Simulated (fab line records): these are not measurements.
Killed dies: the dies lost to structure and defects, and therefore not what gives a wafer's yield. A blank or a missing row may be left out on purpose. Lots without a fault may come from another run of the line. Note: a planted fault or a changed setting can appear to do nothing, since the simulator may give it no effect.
Chamber matching || flow sfqLine || 3 sister chambers for SFQ_TRILAYER_A5B_DEP_PECVD_129 on pecvd-03
The step deposits SiO2 from SiH4/N2O, time 133.33 s, target thk 600 nm. 16 wafers are shown with their chamber, then 8 later ones without.

== EACH WAFER AND ITS CHAMBER ==
{"wafer": "L653.1", "chamber": 0, "heaterPowerW (W)": 73, "throttleValvePct (%)": 23.7, "rfFwdPowerW (W)": 182.2}
{"wafer": "L653.2", "chamber": 2, "heaterPowerW (W)": 106, "throttleValvePct (%)": 23.4, "rfFwdPowerW (W)": 181.7}
{"wafer": "L653.6", "chamber": 0, "heaterPowerW (W)": 78, "throttleValvePct (%)": 23.3, "rfFwdPowerW (W)": 182.1}
{"wafer": "L655.3", "chamber": 1, "heaterPowerW (W)": 69, "throttleValvePct (%)": 24.4, "rfFwdPowerW (W)": 183.5}
{"wafer": "L655.5", "chamber": 2, "heaterPowerW (W)": 116, "throttleValvePct (%)": 23.5, "rfFwdPowerW (W)": 182.1}
{"wafer": "L655.6", "chamber": 0, "heaterPowerW (W)": 84, "throttleValvePct (%)": 23.6, "rfFwdPowerW (W)": 181.7}
{"wafer": "L658.4", "chamber": 1, "heaterPowerW (W)": 73, "throttleValvePct (%)": 24.9, "rfFwdPowerW (W)": 182.9}
{"wafer": "L658.5", "chamber": 2, "heaterPowerW (W)": 103, "throttleValvePct (%)": 24.1, "rfFwdPowerW (W)": 182.6}
{"wafer": "L658.6", "chamber": 0, "heaterPowerW (W)": 81, "throttleValvePct (%)": 24.1, "rfFwdPowerW (W)": 183.0}
{"wafer": "L665.1", "chamber": 0, "heaterPowerW (W)": 83, "throttleValvePct (%)": 24.1, "rfFwdPowerW (W)": 182.3}
{"wafer": "L665.4", "chamber": 2, "heaterPowerW (W)": 118, "throttleValvePct (%)": 23.7, "rfFwdPowerW (W)": 182.1}
{"wafer": "L665.6", "chamber": 1, "heaterPowerW (W)": 68, "throttleValvePct (%)": 25.3, "rfFwdPowerW (W)": 182.4}
{"wafer": "L672.1", "chamber": 0, "heaterPowerW (W)": 82, "throttleValvePct (%)": 23.5, "rfFwdPowerW (W)": 182.4}
{"wafer": "L672.2", "chamber": 1, "heaterPowerW (W)": 63, "throttleValvePct (%)": 25.1, "rfFwdPowerW (W)": 182.9}
{"wafer": "L672.6", "chamber": 1, "heaterPowerW (W)": 65, "throttleValvePct (%)": 24.9, "rfFwdPowerW (W)": 183.3}
{"wafer": "L674.1", "chamber": 2, "heaterPowerW (W)": 112, "throttleValvePct (%)": 24.1, "rfFwdPowerW (W)": 182.5}

SIGNATURES (averages over the wafers above)
{"reading": "heaterPowerW", "chamber 0": 80.17, "chamber 1": 67.60, "chamber 2": 111.00, "scatter within a chamber": 4.85}
{"reading": "throttleValvePct", "chamber 0": 23.717, "chamber 1": 24.920, "chamber 2": 23.760, "scatter within a chamber": 0.329}
{"reading": "rfFwdPowerW", "chamber 0": 182.283, "chamber 1": 183.000, "chamber 2": 182.200, "scatter within a chamber": 0.407}
Rule: a wafer's distance from a chamber is the root of the sum, over the readings, of the square of ((its reading less the chamber's mean) divided by the reading's scatter). If the next closest chamber is less than 2 further off than the closest, the wafer can't be placed; otherwise it belongs to the closest. The scatter: the root of (the sum of the squares of (reading less its chamber's mean) over the shown wafers, divided by (wafers less chambers)).

== WAFERS WHOSE CHAMBER IS MISSING ==
{"wafer": "L674.2", "heaterPowerW (W)": 64, "throttleValvePct (%)": 24.9, "rfFwdPowerW (W)": 183.6}
{"wafer": "L674.3", "heaterPowerW (W)": 73, "throttleValvePct (%)": 23.9, "rfFwdPowerW (W)": 183.0}
{"wafer": "L675.4", "heaterPowerW (W)": 123, "throttleValvePct (%)": 24.0, "rfFwdPowerW (W)": 182.0}
{"wafer": "L675.5", "heaterPowerW (W)": 68, "throttleValvePct (%)": 25.2, "rfFwdPowerW (W)": 182.7}
{"wafer": "L675.6", "heaterPowerW (W)": 69, "throttleValvePct (%)": 23.8, "rfFwdPowerW (W)": 183.8}
{"wafer": "L676.1", "heaterPowerW (W)": 70, "throttleValvePct (%)": 23.8, "rfFwdPowerW (W)": 183.0}
{"wafer": "L676.5", "heaterPowerW (W)": 66, "throttleValvePct (%)": 25.1, "rfFwdPowerW (W)": 183.2}
{"wafer": "L676.6", "heaterPowerW (W)": 120, "throttleValvePct (%)": 24.2, "rfFwdPowerW (W)": 183.0}

== EACH ONE'S CHAMBER ==
{"wafer": "L674.2", "from the rows above": 1, "in truth": 1}
{"wafer": "L674.3", "from the rows above": "can't be placed: 0 or 1", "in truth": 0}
{"wafer": "L675.4", "from the rows above": 2, "in truth": 2}
{"wafer": "L675.5", "from the rows above": 1, "in truth": 1}
{"wafer": "L675.6", "from the rows above": "can't be placed: 1 or 0", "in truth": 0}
{"wafer": "L676.1", "from the rows above": "can't be placed: 0 or 1", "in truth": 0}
{"wafer": "L676.5", "from the rows above": 1, "in truth": 1}
{"wafer": "L676.6", "from the rows above": 2, "in truth": 2}
Correctly placed: 5 of 8. Not placeable from these rows: 3 (in 3, the candidates include the true chamber). Placed wrongly: 0.
